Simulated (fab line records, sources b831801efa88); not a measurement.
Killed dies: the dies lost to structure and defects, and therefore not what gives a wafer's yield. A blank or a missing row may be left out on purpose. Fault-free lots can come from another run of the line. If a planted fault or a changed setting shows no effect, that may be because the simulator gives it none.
Comparing a struck lot with a sound one ; flow gf180mcu ; 18 out of 602 route steps
Sound: these wafers, L945.1, L945.2, L945.3. Struck: wafers L942.4, L942.6 (left out: L942.3, a lot-mate that was not struck); the cause follows at the end.
Order at every step that has rows: each side's tool, ch and its chambers, its first start. Under that, the readings that differ: sound wafers ; struck wafers ; difference of the means ; sigmas: that difference in standard deviations of wafers without a fault.
alike: readings whose means differ by less than 2 such deviations, and words and numbers that are the same on both sides. not compared: withheld readings, readings that some wafer has no value for, bounds like >300 that may hide the same value, and numbers for which the record gives no deviation and whose values overlap.
Wherever a step has rows on one side only, a row that says differs or no value, or a row with sigmas, the two part there. Non-overlapping numbers with no deviation appear without sigmas and do not part them. A reading missing from all wafers of one side parts the sides only when that side holds two or more wafers.

first, 3 steps without rows for these wafers: GF_V1_EXPOSE_11 (exposes mask Via1, target cd 260 nm); GF_V1_PEB_12 (peb time 90 s); GF_V1_DEVELOP_13 (develop time 60 s).
GF_V1_CD_MEAS_14 targets a cd of 260 nm.
  struck on cd-sem-02, day 22 15:25; sound on cd-sem-01, day 24 05:14
  alike: cd-nm
GF_V1_OVL_MEAS_15:
  struck on overlay-01, day 22 15:31; sound on overlay-01, day 24 05:22
  alike: V1_OVL
GF_V1_ETCH_16: etches BARC in N2/H2.
  sound on rie-diel-03 ch 0,2,3, day 24 05:24; struck on rie-diel-04 ch 1, day 22 15:32
reading;sound;struck;difference;sigmas
drypump-motor-current-A (A);5.6 5.7 5.9;4.7 4.7;-1.0;-2
throttle-valve-pct (%);13.208 13.223 13.222;13.244 13.249;+0.029;+3
  alike: oes-product-au, rf-fwd-power-W
GF_V1_ETCH_17: etches SiO2 in C4F8/O2/Ar, stops on TiN, target depth 630 nm.
  sound on rie-diel-03 ch 0,2,3; struck on rie-diel-04 ch 1
  alike: oes-product-au, rf-fwd-power-W
then, 3 steps without rows for these wafers: GF_V1_STRIP_18 (strips in O2/N2); GF_V1_STRIP_19 (strips in post etch residue remover, time 1200 s); GF_V1_CLEAN_20 (cleans in DIW).
GF_V1_SPUTTER_21: material Ti, target thk 15 nm, time 80.02 s.
  struck on pvd-sputter-02, day 22 16:13; sound on pvd-sputter-04, day 24 06:04
  alike: throttle-valve-pct
GF_V1_SPUTTER_22: material TiN, target thk 10 nm, time 40 s.
  struck on pvd-sputter-02, day 22 16:16; sound on pvd-sputter-04, day 24 06:07
  alike: throttle-valve-pct
GF_V1_CVD_23: deposits W, target thk 350 nm, time 105.05 s.
  sound on cvd-w-01 ch 0,1, day 24 06:10; struck on cvd-w-02 ch 0, day 22 16:21
reading;sound;struck;difference;sigmas
model.W_of_V1_CVD_23.thk-nm (nm);346.7 349.6 345.8;262.5 262.9;-84.7;
  alike: heater-power-w
GF_V1_RS_MEAS_24: measures by four-point-probe.
  struck on film-metro-01, day 22 16:28; sound on film-metro-01, day 24 06:16
reading;sound;struck;difference;sigmas
V1_W_RS (ohm/sq);0.330 0.328 0.331;0.439 0.437;+0.108;+36
GF_V1_THK_MEAS_25: measures by xrf.
  struck on film-metro-01, day 22 16:34; sound on film-metro-01, day 24 06:23
reading;sound;struck;difference;sigmas
V1_W_THK (nm);352 355 352;264 267;-88;-13
GF_V1_CMP_26: polishes, stops on SiO2, t overpolish 15 s, target thk 0 nm.
  sound on cmp-02 ch 0,1,3, day 24 06:27; struck on cmp-01 ch 1, day 22 16:36
reading;sound;struck;difference;sigmas
time-to-endpoint-s (s);78 85 81;59 59;-22;-7
  alike: motor-current-A, slurry-filter-dp-kPa
GF_M2_SPUTTER_00: material Ti, target thk 37.5 nm, time 150 s.
  struck on pvd-sputter-04, day 22 16:55; sound on pvd-sputter-04, day 24 06:45
  alike: throttle-valve-pct
GF_PASSIVATION_PROBE_99:
  the record holds rows for the sound wafers here (prober-02, day 33 15:36) but none for the struck ones

== WHERE THEY PART ==
Earliest at GF_V1_ETCH_16; latest, in this record, at GF_PASSIVATION_PROBE_99.

WHY: whatever the simulator had introduced
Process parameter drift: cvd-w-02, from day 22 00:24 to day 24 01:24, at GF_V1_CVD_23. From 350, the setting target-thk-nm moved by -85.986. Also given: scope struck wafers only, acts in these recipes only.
